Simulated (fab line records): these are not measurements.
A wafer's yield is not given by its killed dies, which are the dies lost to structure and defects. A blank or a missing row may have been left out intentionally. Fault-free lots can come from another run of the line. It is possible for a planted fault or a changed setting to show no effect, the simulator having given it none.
fab line records -- flow gf180mcu
record lots=7, wafers=21, last-day=34
route steps=602 shown HV_LDD@229 NSD@235
lots with no fault: from the same line, run without faults
start-h: hours from the record's opening day to when the first of the lot's shown wafers began -- wait-h: hours from the lot's prior step to this one -- " the same as in the row above -- L1.1+2: a single row standing in for several wafers -- - either no value or no given start -- * or withheld: withheld -- < > ~ a bound
route shown NAME@n: names a module that has steps shown in the file, with the first one's number in the route -- usual: mean and standard deviation over wafers with no fault -- same: alike in all rows -- chamber/n: place in a boat -- sites: the reading at each site -- _std_site: standard deviation across them -- _edge_site: inner sites' mean taken away from outer sites' mean -- radius-mm: how far each site lies from the wafer's centre -- mask NAME#n: copy n -- behind: the tool/chamber that last shaped the wafer -- hold: cause of the lot's hold/its duration in hours/its outcome -- device: which transistor (n, p or np) failed to switch -- end of line: at the end of the route, the tests of the same wafers -- step lacking rows: just its recipe -- killed: at the first sort, the dies lost to defects and structure; wafer yield is something else -- map: the dies of a wafer, with x for killed, . for not killed, _ for no die there
set.NAME: the run value of the setting; set.NAME@STEP: its run value at that earlier step -- model.NAME: the simulator's own value behind a step, which no gauge read
lots at selected steps of the route; one table per step, one row per wafer
services: the hour from which a tool's chamber was out of use, counted from the record's first day as start-h (under 0 if before that day), plus the number of hours and why
## steps
# step GF_HV_LDD_RS_MEAS_53
# recipe thk-meas-gauge=four-point-probe
# usual HV_LDD_RS=418.8/1.1
lot.wafer,tool,chamber,start-h,wait-h,HV_LDD_RS[ohm/sq]
L628.1,film-metro-02,-,321.40,0.1,418.8
L628.3,film-metro-02,-,321.40,0.1,418.7
L628.6,film-metro-02,-,321.40,0.1,418.4
L629.2,film-metro-02,-,327.45,0.1,418.6
L629.3,film-metro-02,-,327.45,0.1,418.3
L629.4,film-metro-02,-,327.45,0.1,417.4
L630.3,film-metro-04,-,337.54,0.1,417.8
L630.4,film-metro-04,-,337.54,0.1,418.2
L630.5,film-metro-04,-,337.54,0.1,420.0
L638.1,film-metro-04,-,413.18,0.1,419.4
L638.3,film-metro-04,-,413.18,0.1,419.2
L638.5,film-metro-04,-,413.18,0.1,419.6
L642.1,film-metro-04,-,436.38,0.1,417.3
L642.3,film-metro-04,-,436.38,0.1,418.1
L642.6,film-metro-04,-,436.38,0.1,419.3
L643.2,film-metro-01,-,446.32,0.1,418.2
L643.4,film-metro-01,-,446.32,0.1,417.8
L643.6,film-metro-01,-,446.32,0.1,417.9
L644.1,film-metro-02,-,457.40,0.1,419.1
L644.4,film-metro-02,-,457.40,0.1,420.5
L644.6,film-metro-02,-,457.40,0.1,420.6
# step GF_HV_LDD_CVD_54
# recipe material=SiO2, target-thk-nm=10, precursor=TEOS, temp-c=680, time-s=75, pressure-mtorr=400
# step GF_HV_LDD_THK_MEAS_55
# recipe reads=SiO2_of_HV_LDD_CVD_54
# usual HV_LDD_CVD_54_THK=10.02/0.13
lot.wafer,tool,chamber,start-h,wait-h,HV_LDD_CVD_54_THK[nm]
L628.1,film-metro-02,-,323.05,0.0,10.40
L628.3,film-metro-02,-,323.05,0.0,10.21
L628.6,film-metro-02,-,323.05,0.0,10.22
L629.2,film-metro-02,-,328.58,0.0,9.88
L629.3,film-metro-02,-,328.58,0.0,9.81
L629.4,film-metro-02,-,328.58,0.0,10.09
L630.3,film-metro-02,-,338.66,0.0,10.00
L630.4,film-metro-02,-,338.66,0.0,9.94
L630.5,film-metro-02,-,338.66,0.0,9.94
L638.1,film-metro-01,-,414.58,0.0,10.03
L638.3,film-metro-01,-,414.58,0.0,10.18
L638.5,film-metro-01,-,414.58,0.0,9.99
L642.1,film-metro-02,-,437.52,0.0,10.18
L642.3,film-metro-02,-,437.52,0.0,10.07
L642.6,film-metro-02,-,437.52,0.0,10.18
L643.2,film-metro-02,-,447.45,0.0,9.88
L643.4,film-metro-02,-,447.45,0.0,9.89
L643.6,film-metro-02,-,447.45,0.0,9.97
L644.1,film-metro-02,-,458.54,0.0,10.02
L644.4,film-metro-02,-,458.54,0.0,10.15
L644.6,film-metro-02,-,458.54,0.0,10.00
# step GF_HV_LDD_CVD_56
# recipe material=Si3N4, precursor=DCS/NH3, target-thk-nm=90, temp-c=770, time-s=1543, pressure-mtorr=250
# step GF_HV_LDD_THK_MEAS_57
# recipe reads=Si3N4_of_HV_LDD_CVD_56
# usual HV_LDD_CVD_56_THK=90.1/0.79
lot.wafer,tool,chamber,start-h,wait-h,HV_LDD_CVD_56_THK[nm]
L628.1,film-metro-02,-,325.25,0.0,88.9
L628.3,film-metro-02,-,325.25,0.0,89.6
L628.6,film-metro-02,-,325.25,0.0,89.1
L629.2,film-metro-04,-,330.11,0.0,90.7
L629.3,film-metro-04,-,330.11,0.0,90.9
L629.4,film-metro-04,-,330.11,0.0,91.0
L630.3,film-metro-02,-,340.15,0.0,89.9
L630.4,film-metro-02,-,340.15,0.0,89.7
L630.5,film-metro-02,-,340.15,0.0,89.5
L638.1,film-metro-04,-,416.07,0.0,91.2
L638.3,film-metro-04,-,416.07,0.0,90.3
L638.5,film-metro-04,-,416.07,0.0,90.3
L642.1,film-metro-01,-,439.01,0.0,89.2
L642.3,film-metro-01,-,439.01,0.0,89.9
L642.6,film-metro-01,-,439.01,0.0,88.4
L643.2,film-metro-04,-,448.94,0.0,89.9
L643.4,film-metro-04,-,448.94,0.0,89.7
L643.6,film-metro-04,-,448.94,0.0,89.7
L644.1,film-metro-02,-,460.03,0.0,90.2
L644.4,film-metro-02,-,460.03,0.0,90.9
L644.6,film-metro-02,-,460.03,0.0,90.4
# step GF_HV_LDD_ETCHBACK_58
# recipe chemistry=CH3F/O2, target=Si3N4, stop-on=SiO2, source-w=400, bias-w=80, pressure-mtorr=25, ch3f-flow-sccm=40, O2_flow_sccm=30, time-s=100, target-depth-a=900
# usual bias-w=80.00/0.24, drypump-motor-current-A=5.8/0.51, oes-product-au=0.844/0.0059, throttle-valve-pct=10.562/0.0089
# same time-s=100
lot.wafer,tool,chamber,start-h,wait-h,bias-w,drypump-motor-current-A,oes-product-au,rf-hours-counter-h,throttle-valve-pct
L628.1,rie-diel-01,3,325.31,0.1,80.17,5.8,0.838,7,10.567
L628.3,rie-diel-01,0,325.31,0.1,79.90,6.4,0.845,-,10.555
L628.6,rie-diel-01,3,325.31,0.1,80.05,5.8,0.840,-,10.563
L629.2,rie-diel-01,2,330.16,0.0,79.76,6.1,0.844,13,10.563
L629.3,rie-diel-01,3,330.16,0.0,80.02,5.8,0.853,8,10.564
L629.4,rie-diel-01,3,330.16,0.0,80.37,5.8,0.848,-,10.568
L630.3,rie-diel-02,2,340.19,0.0,80.39,5.0,0.849,4,10.576
L630.4,rie-diel-02,1,340.19,0.0,79.82,5.1,0.843,43,10.559
L630.5,rie-diel-02,0,340.19,0.0,80.30,6.3,0.835,-,10.555
L638.1,rie-diel-02,3,416.13,0.1,79.73,5.4,0.851,75,10.569
L638.3,rie-diel-02,2,416.13,0.1,80.28,5.0,0.846,6,10.569
L638.5,rie-diel-02,1,416.13,0.1,80.05,5.0,0.846,-,10.554
L642.1,rie-diel-03,2,439.07,0.1,80.22,6.2,0.846,77,10.560
L642.3,rie-diel-03,1,439.07,0.1,79.75,5.4,0.834,5,10.560
L642.6,rie-diel-03,2,439.07,0.1,80.01,6.2,0.830,-,10.565
L643.2,rie-diel-01,1,448.99,0.0,80.05,6.5,0.848,30,10.570
L643.4,rie-diel-01,2,448.99,0.0,80.47,6.1,0.841,16,10.557
L643.6,rie-diel-01,2,448.99,0.0,80.10,6.1,0.843,-,10.564
L644.1,rie-diel-01,0,460.09,0.1,80.47,6.4,0.850,46,10.569
L644.4,rie-diel-01,2,460.09,0.1,80.30,6.1,0.846,17,10.551
L644.6,rie-diel-01,3,460.09,0.1,80.15,5.8,0.852,-,10.563
# step GF_NSD_DEHYDRATE_00
# recipe temp-c=200, time-s=60
# step GF_NSD_HMDS_01
# recipe prime-time-s=60, prime-temp-c=120
# step GF_NSD_COAT_02
# recipe resist=NOVOLAK, spin-rpm=3000, resist-thk-nm=1000
# step GF_NSD_SOFTBAKE_03
# recipe temp-c=90, time-s=60, resist=NOVOLAK
# step GF_NSD_EXPOSE_04
# recipe mask-id=Nplus, target-cd-nm=400, na=0.6, source-shape=conventional, sigma-outer=0.6, dose-mj=140
# step GF_NSD_PEB_05
# recipe temp-c=withheld, time-s=*, resist=NOVOLAK
# step GF_NSD_DEVELOP_06
# recipe develop-time-s=60, dev-temp-c=23
# usual chill-plate-temp-C=23.00/0.11, develop-time-s=60/0, exhaust-pa=45.0/1, resist-line-temp-C=22.97/0.093
lot.wafer,tool,chamber,start-h,wait-h,chill-plate-temp-C,develop-time-s,exhaust-pa,resist-line-temp-C
L628.1,litho-track-01,-,346.35,0.1,-,-,-,-
L628.3,litho-track-01,-,346.35,0.1,-,-,-,-
L628.6,litho-track-01,-,346.35,0.1,-,-,-,-
L629.2,litho-track-02,-,349.92,0.1,-,-,-,-
L629.3,litho-track-02,-,349.92,0.1,-,-,-,-
L629.4,litho-track-02,-,349.92,0.1,-,-,-,-
L630.3,litho-track-02,-,361.10,0.1,-,-,-,-
L630.4,litho-track-02,-,361.10,0.1,-,-,-,-
L630.5,litho-track-02,-,361.10,0.1,-,-,-,-
L638.1,litho-track-03,0,439.77,0.1,22.86,60,44.5,22.98
L638.3,litho-track-03,0,439.77,0.1,23.01,60,43.8,22.99
L638.5,litho-track-03,0,439.77,0.1,23.01,60,45.1,23.02
L642.1,litho-track-02,0,463.55,0.1,23.11,60,45.2,22.81
L642.3,litho-track-02,0,463.55,0.1,23.03,60,45.4,22.88
L642.6,litho-track-02,0,463.55,0.1,22.97,60,45.2,22.84
L643.2,litho-track-01,0,472.27,0.1,22.88,60,46.6,22.99
L643.4,litho-track-01,0,472.27,0.1,22.82,60,45.3,22.86
L643.6,litho-track-01,0,472.27,0.1,22.89,60,44.1,22.85
L644.1,litho-track-03,0,483.57,0.1,22.99,60,42.6,22.93
L644.4,litho-track-03,0,483.57,0.1,23.06,60,43.9,23.02
L644.6,litho-track-03,0,483.57,0.1,22.84,60,43.6,22.80
# step GF_NSD_CD_MEAS_07
# recipe target-cd-nm=400
# usual cd-nm=398.9/2.6
lot.wafer,tool,chamber,start-h,wait-h,cd-nm
L628.1,cd-sem-01,-,346.50,0.1,-
L628.3,cd-sem-01,-,346.50,0.1,-
L628.6,cd-sem-01,-,346.50,0.1,-
L629.2,cd-sem-01,-,350.07,0.1,-
L629.3,cd-sem-01,-,350.07,0.1,-
L629.4,cd-sem-01,-,350.07,0.1,-
L630.3,cd-sem-02,-,361.24,0.1,-
L630.4,cd-sem-02,-,361.24,0.1,-
L630.5,cd-sem-02,-,361.24,0.1,-
L638.1,cd-sem-01,-,439.92,0.1,398.9
L638.3,cd-sem-01,-,439.92,0.1,397.6
L638.5,cd-sem-01,-,439.92,0.1,398.1
L642.1,cd-sem-02,-,463.70,0.1,397.3
L642.3,cd-sem-02,-,463.70,0.1,399.4
L642.6,cd-sem-02,-,463.70,0.1,400.7
L643.2,cd-sem-01,-,472.42,0.1,395.3
L643.4,cd-sem-01,-,472.42,0.1,396.5
L643.6,cd-sem-01,-,472.42,0.1,394.6
L644.1,cd-sem-02,-,483.72,0.1,400.8
L644.4,cd-sem-02,-,483.72,0.1,402.1
L644.6,cd-sem-02,-,483.72,0.1,401.5
## services
tool,chamber,start-h,hours,kind
rie-diel-01,1,302.03,61.6,repair
litho-track-02,-,319.89,-,consumable-replace:filter
rie-diel-02,0,320.11,7.3,repair
rie-diel-01,2,322.99,3.1,repair
rie-diel-01,3,390.52,5.9,repair
rie-diel-02,0,396.27,3.7,repair
rie-diel-01,3,405.72,3.0,repair
rie-diel-03,0,434.27,5.7,repair
rie-diel-01,0,438.34,10.0,repair
rie-diel-01,0,452.06,3.3,repair
rie-diel-02,3,461.32,4.1,repair
rie-diel-03,0,469.22,3.8,repair
## key
first-sign step=GF_NSD_DEVELOP_06, reading=tool-record, direction=missing
effect none on later readings
met-at GF_NSD_DEVELOP_06
struck-wafers L628.1,L628.3,L628.6,L629.2,L629.3,L629.4,L630.3,L630.4,L630.5
sort-left-out L628.1,L628.3,L628.6,L629.2,L629.3,L629.4,L630.3,L630.4,L630.5
tester-left-out L628,L629,L630
fault kind=skipped-step-whole, tool=litho-track-01,litho-track-02, chamber=-, onset-h=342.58, steps=GF_NSD_DEVELOP_06, scope=struck-lots-only
# tester-left-out: of these lots the tester's yield and bins aren't shown, on N5 and GAA mostly nor the transistor test; their killed dies are dies lost to structure and defects alone, not to doping, threshold or leakage, so they don't give the yield
# sort-left-out: the simulated sort isn't trusted on such a fault, so these wafers' sort isn't shown, and their yield isn't known
